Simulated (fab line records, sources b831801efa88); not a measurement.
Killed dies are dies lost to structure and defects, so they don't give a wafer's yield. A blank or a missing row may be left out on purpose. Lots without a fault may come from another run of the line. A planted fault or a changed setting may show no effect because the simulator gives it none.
One fault seen from 2 desks | flow sky130 | each desk has only its own numbers; what lay behind them comes last

THE TOOL OWNER'S DESK: plasma_asher-02
The tool's own readings at SKY_LDD_HVP_STRIP_09 (strips in O2/N2): means of the sampled wafers that have a number, for each lot that ran on this tool. A lot is out of limits, marked OUT, if its mean lies more than 4 standard deviations from the usual mean; the brackets give that distance.
Columns: A = drypump_motor_current_A at SKY_LDD_HVP_STRIP_09, usual 5.5 A; B = oes_product_au at SKY_LDD_HVP_STRIP_09, usual 0.409 a.u.; C = strip_time_to_endpoint_s at SKY_LDD_HVP_STRIP_09, usual 4.146 s
lot  | first seen here | A   | B     | C
L970 | day 21 08:11    | 5.6 | 0.406 | 4.149
L974 | day 22 19:56    | 5.6 | 0.408 | 4.145
L979 | day 25 19:48    | 5.6 | 0.410 | 4.148
L982 | day 26 07:02    | 5.5 | 0.414 | 4.144
L984 | day 26 23:32    | 5.5 | 0.412 | 4.153
L987 | day 28 05:52    | 5.5 | 0.407 | 4.156
L989 | day 28 08:49    | 5.5 | 0.411 | 4.162
L990 | day 28 23:58    | 5.5 | 0.409 | 4.157
This desk's finding: nothing out of limits on any of the 8 lots.

THE METROLOGY DESK
What the gauges read, lot by lot, whatever tool the lot ran on: means of the sampled wafers that have a number. A lot is out of limits, marked OUT, if its mean lies more than 4 standard deviations from the usual mean; the brackets give that distance.
Columns: A = VIA4_BOW at SKY_VIA4_BOW_MEAS_03, usual 78 um; B = VIA4_OVL at SKY_VIA4_OVL_MEAS_11, usual -0.2 nm
lot  | first seen here | A  | B
L970 | day 41 12:20    | 79 | -0.8
L972 | day 42 08:18    | 79 | 0.8
L973 | day 42 11:17    | 85 | -0.6
L974 | day 42 16:58    | 79 | 0.4
L975 | day 43 02:10    | 78 | 0.3
L978 | day 44 21:08    | 79 | 1.0
L979 | day 44 23:47    | 80 | 0.4
L980 | day 45 05:01    | 86 | 0.8
L982 | day 45 08:02    | 84 | -1.7
L984 | day 45 19:30    | 81 | -0.6
L987 | day 46 19:10    | 87 | -1.1
L989 | day 47 09:20    | 79 | 0.1
L990 | day 47 12:43    | 67 | -1.1
This desk's finding: nothing out of limits on any of the 13 lots.

PUT TOGETHER
The tool owner's desk saw nothing out of limits.
The metrology desk saw nothing out of limits.

WHAT THE SIMULATOR HAD PUT IN
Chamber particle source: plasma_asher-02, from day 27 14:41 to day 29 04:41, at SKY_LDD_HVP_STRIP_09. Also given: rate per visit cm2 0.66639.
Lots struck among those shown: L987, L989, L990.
